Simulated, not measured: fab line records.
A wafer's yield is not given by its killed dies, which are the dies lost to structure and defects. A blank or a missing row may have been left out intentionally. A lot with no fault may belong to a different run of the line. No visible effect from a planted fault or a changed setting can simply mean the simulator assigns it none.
Shared-tool check | flow sky130 | Sample size 12 lots and 42 wafers

## REASON FOR OPENING
At SKY_VT_ADJUST_NCORE_TW_MEAS_11 the reading VT_ADJUST_NCORE_TW is flagged on 2 of 12 lots. Fault-free wafers read 220.0, with a standard deviation of 1.2.
Rule: a lot gets a flag if all its wafers with a number sit over 4 standard deviations from that mean, or if no wafer of it has a number. The rest of the lots are taken to be sound.

lot  | measured     | on            | VT_ADJUST_NCORE_TW, wafer by wafer  | flag
L146 | day 8 11:17  | film-metro-04 | 219.4 221.1 219.4                   |
L147 | day 8 22:43  | film-metro-03 | 217.8 218.9 218.1                   |
L151 | day 10 06:52 | film-metro-04 | 221.0 219.8 220.5                   |
L152 | day 10 20:11 | film-metro-02 | 219.2 220.6 220.5                   |
L154 | day 11 00:04 | film-metro-03 | 221.5 220.3 221.3                   |
L155 | day 11 04:59 | film-metro-02 | 220.9 222.3 220.4                   |
L157 | day 11 23:04 | film-metro-04 | 219.3 219.5 219.8                   |
L160 | day 12 15:52 | film-metro-03 | 231.6 230.4 230.9 232.9 232.5 231.7 | FLAGGED
L161 | day 12 22:58 | film-metro-04 | 233.0 233.8 235.0 234.2 234.1 233.8 | FLAGGED
L162 | day 13 01:37 | film-metro-03 | 218.0 219.5 217.5                   |
L167 | day 14 23:01 | film-metro-04 | 220.4 219.7 219.1                   |
L168 | day 15 06:31 | film-metro-03 | 220.2 219.8 218.9                   |
The numbers of the flagged lots are 232.8 on average: +12.8 against the usual, or +11 standard deviations.

## TOOL THAT RAN EACH LOT
Before the reading, the record contains 2 process steps out of a 708-step route. Cell contents, in order: the tool; ch with the chambers the sampled wafers went through; the start.
lot  | flag    | SKY_VT_ADJUST_NCORE_IMPLANT_09  | SKY_VT_ADJUST_NCORE_STRIP_10
L146 |         | implanter-01 ch 0, day 8 11:02  | plasma-asher-01 ch 0,1, day 8 11:10
L147 |         | implanter-01 ch 0, day 8 22:28  | plasma-asher-01 ch 0,1, day 8 22:37
L151 |         | implanter-02 ch 0, day 10 06:37 | plasma-asher-03 ch 0,1, day 10 06:46
L152 |         | implanter-02 ch 0, day 10 19:56 | plasma-asher-03 ch 0,1, day 10 20:04
L154 |         | implanter-02 ch 0, day 10 23:49 | plasma-asher-03 ch 0,1, day 10 23:58
L155 |         | implanter-02 ch 0, day 11 04:44 | plasma-asher-02 ch 1, day 11 04:52
L157 |         | implanter-03 ch 0, day 11 22:50 | plasma-asher-01 ch 0, day 11 22:58
L160 | FLAGGED | implanter-02 ch 0, day 12 15:38 | plasma-asher-03 ch 0,1, day 12 15:46
L161 | FLAGGED | implanter-02 ch 0, day 12 22:43 | plasma-asher-02 ch 0,1, day 12 22:52
L162 |         | implanter-03 ch 0, day 13 01:22 | plasma-asher-02 ch 0,1, day 13 01:31
L167 |         | implanter-03 ch 0, day 14 22:46 | plasma-asher-02 ch 0,1, day 14 22:55
L168 |         | implanter-03 ch 0, day 15 06:17 | plasma-asher-01 ch 0,1, day 15 06:25
What the steps here do:
- SKY_VT_ADJUST_NCORE_IMPLANT_09
- SKY_VT_ADJUST_NCORE_STRIP_10: strips in O2/N2.
- SKY_VT_ADJUST_NCORE_TW_MEAS_11

## FLAGGED AGAINST TOTAL, ONE TOOL AT A TIME (gauges that did the reading follow at the end)
step                           | tool            | lots run | flagged | share of the flagged lots | sound lots run after its first flagged lot
SKY_VT_ADJUST_NCORE_IMPLANT_09 | implanter-01    | 2        | 0       | none                      | -
SKY_VT_ADJUST_NCORE_IMPLANT_09 | implanter-02    | 6        | 2       | all                       | 0
SKY_VT_ADJUST_NCORE_IMPLANT_09 | implanter-03    | 4        | 0       | none                      | -
SKY_VT_ADJUST_NCORE_STRIP_10   | plasma-asher-01 | 4        | 0       | none                      | -
SKY_VT_ADJUST_NCORE_STRIP_10   | plasma-asher-02 | 4        | 1       | some                      | 2 (L162,L167)
SKY_VT_ADJUST_NCORE_STRIP_10   | plasma-asher-03 | 4        | 1       | some                      | 0
SKY_VT_ADJUST_NCORE_TW_MEAS_11 | film-metro-02   | 2        | 0       | none                      | -
SKY_VT_ADJUST_NCORE_TW_MEAS_11 | film-metro-03   | 5        | 1       | some                      | 2 (L162,L168)
SKY_VT_ADJUST_NCORE_TW_MEAS_11 | film-metro-04   | 5        | 1       | some                      | 1 (L167)

## THE TABLE: WHAT IT ALLOWS
All flagged lots share 1 row of the table, namely implanter-02 at SKY_VT_ADJUST_NCORE_IMPLANT_09.
- implanter-02 at SKY_VT_ADJUST_NCORE_IMPLANT_09 ran 6 lots, 2 of them flagged. It ran its last sound lot, L155, at day 11 04:44 and its first flagged lot, L160, at day 12 15:38: a fault with its onset between the two fits. Its own readings lie more than 4 standard deviations out on every wafer of the flagged lots: dose-ions-cm2, faraday-current-uA.
implanter-02 at SKY_VT_ADJUST_NCORE_IMPLANT_09 is the single tool remaining.

## WHAT HAD BEEN PUT IN BY THE SIMULATOR
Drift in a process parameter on implanter-02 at SKY_VT_ADJUST_NCORE_IMPLANT_09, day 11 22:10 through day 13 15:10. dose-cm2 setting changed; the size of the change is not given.
Shown lots that were struck: L160, L161. This agrees with what the rule above found.
